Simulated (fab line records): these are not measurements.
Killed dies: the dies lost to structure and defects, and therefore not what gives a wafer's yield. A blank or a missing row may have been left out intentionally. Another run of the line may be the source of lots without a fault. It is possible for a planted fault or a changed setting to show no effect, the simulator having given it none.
A struck lot beside a sound one / flow gf180mcu / 14 out of 602 route steps
Sound: the wafers L994.2, L994.3, L994.4. Wafers L986.1, L986.2, L986.3 were the ones struck. The cause comes at the end.
Each step with rows lists, per side, the tool, then ch with its chambers, then its first start. Under that, the readings that differ: sound wafers / struck wafers / difference of the means / sigmas: that difference in standard deviations of wafers without a fault.
alike: readings with means less than 2 such deviations apart, plus words and numbers identical on both sides. not compared: withheld readings, readings lacking a value on some wafer, bounds such as >300 that could conceal the same value, and numbers that have no deviation in the record and whose values overlap.
Wherever a step has rows on one side only, a row that says differs or no value, or a row with sigmas, the two part there. Numbers that don't overlap but have no deviation are shown without sigmas and don't part them. Lack of a reading on every wafer of one side parts them only where that side has two or more wafers.

first, 3 steps without rows for these wafers: GF_HV_LDD_EXPOSE_04 (exposes mask Nplus LV AREA, target cd 400 nm); GF_HV_LDD_PEB_05; GF_HV_LDD_DEVELOP_06 (develop time 60 s).
GF_HV_LDD_CD_MEAS_07: the cd target is 400 nm.
  sound on cd-sem-01 at day 15 04:09; struck on cd-sem-02 at day 12 22:29
  alike: cd-nm
GF_HV_LDD_OVL_MEAS_08:
  sound on overlay-02 at day 15 04:15; struck on overlay-01 at day 12 22:36
  alike: HV_LDD_OVL
following that, these wafers have no rows for 1 step: GF_HV_LDD_IMPLANT_09.
GF_HV_LDD_STRIP_10: strips in O2/N2.
  sound on plasma-asher-04 ch 0,1, day 15 04:26; struck on plasma-asher-04 ch 0,1, day 12 22:47
  alike: drypump-motor-current-A, heater-power-w, n2-flow-sccm, oes-product-au, strip-time-to-endpoint-s
  not compared: rf-hours-counter-h
GF_HV_LDD_TW_MEAS_11:
  sound on film-metro-03 at day 15 04:32; struck on film-metro-04 at day 12 22:53
  alike: HV_LDD_TW
then, 4 steps without rows for these wafers: GF_HV_LDD_DEHYDRATE_12 (time 60 s); GF_HV_LDD_HMDS_13 (prime time 60 s); GF_HV_LDD_COAT_14 (resist thk 1000 nm); GF_HV_LDD_SOFTBAKE_15 (time 60 s).
GF_HV_LDD_EXPOSE_16: exposes mask Pplus LV AREA, target cd 400 nm.
  struck on iline-stepper-01, day 13 08:49; sound on iline-stepper-01 ch 0, day 15 15:58
  no value came back on the struck wafers for exposure-dose-mJ-cm2, focus-offset-nm (nm), na; on the sound wafers exposure-dose-mJ-cm2 reads 139.94 139.86 139.81
reading=model.HV_LDD.overlay-y-nm (nm); sound=-0.6789 -0.6789 -0.6789; struck=1.306 1.306 1.306; difference=+1.985; sigmas=
reading=model.HV_LDD.overlay-x-nm (nm); sound=-0.6563 -0.6563 -0.6563; struck=3.122 3.122 3.122; difference=+3.778; sigmas=
  alike: mask
following that, these wafers have no rows for 1 step: GF_HV_LDD_PEB_17.

## WHERE THEY PART
Only at GF_HV_LDD_EXPOSE_16, as far as this record shows.

WHY: what the simulator had put in
Whole step skipped at GF_HV_LDD_EXPOSE_16 on iline-stepper-01, starting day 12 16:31. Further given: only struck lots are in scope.
